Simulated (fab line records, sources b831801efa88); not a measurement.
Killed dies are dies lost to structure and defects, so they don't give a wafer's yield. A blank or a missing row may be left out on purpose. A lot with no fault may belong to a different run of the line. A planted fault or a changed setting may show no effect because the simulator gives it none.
Chamber matching -- flow gf180mcu -- 4 sister chambers for GF_V5_CMP_04 on cmp-01
The step polishes SiO2. 4 wafers are shown with their chamber, then 8 later ones without.

WAFERS PAIRED WITH THEIR CHAMBERS
wafer,chamber,motor_current_A (A)
L967.6,2,12.3
L986.1,3,13.3
L986.5,0,12.2
L987.2,1,10.2

WAFERS MISSING THEIR CHAMBER
wafer,motor_current_A (A)
L987.3,12.2
L987.6,10.7
L988.3,12.1
L988.5,12.7
L988.6,10.6
L989.3,12.3
L989.5,12.4
L989.6,10.2

CHAMBER TAKEN BY EACH
wafer,from the rows above,in truth
L987.3,can't be placed: 0 or 2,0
L987.6,1,1
L988.3,can't be placed: 0 or 2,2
L988.5,can't be placed: 2 or 0 or 3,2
L988.6,1,1
L989.3,can't be placed: 2 or 0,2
L989.5,can't be placed: 2 or 0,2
L989.6,1,1
Correct placement for 3 of the 8. Can't be placed from these rows: 5 (the true chamber is among the candidates in 5). Wrongly placed: 0.
How it was worked out, from the rows above alone: a wafer's distance from a chamber is the root of the sum, over the readings, of the square of ((its reading less the chamber's mean) divided by the reading's scatter). If the next closest chamber is less than 2 further off than the closest, the wafer can't be placed; otherwise it belongs to the closest. For every chamber, the mean is computed from those of its wafers that are shown. The scatter: with one shown wafer a chamber, the root of the mean of the squares of how far each hidden wafer lies from its nearest shown one.
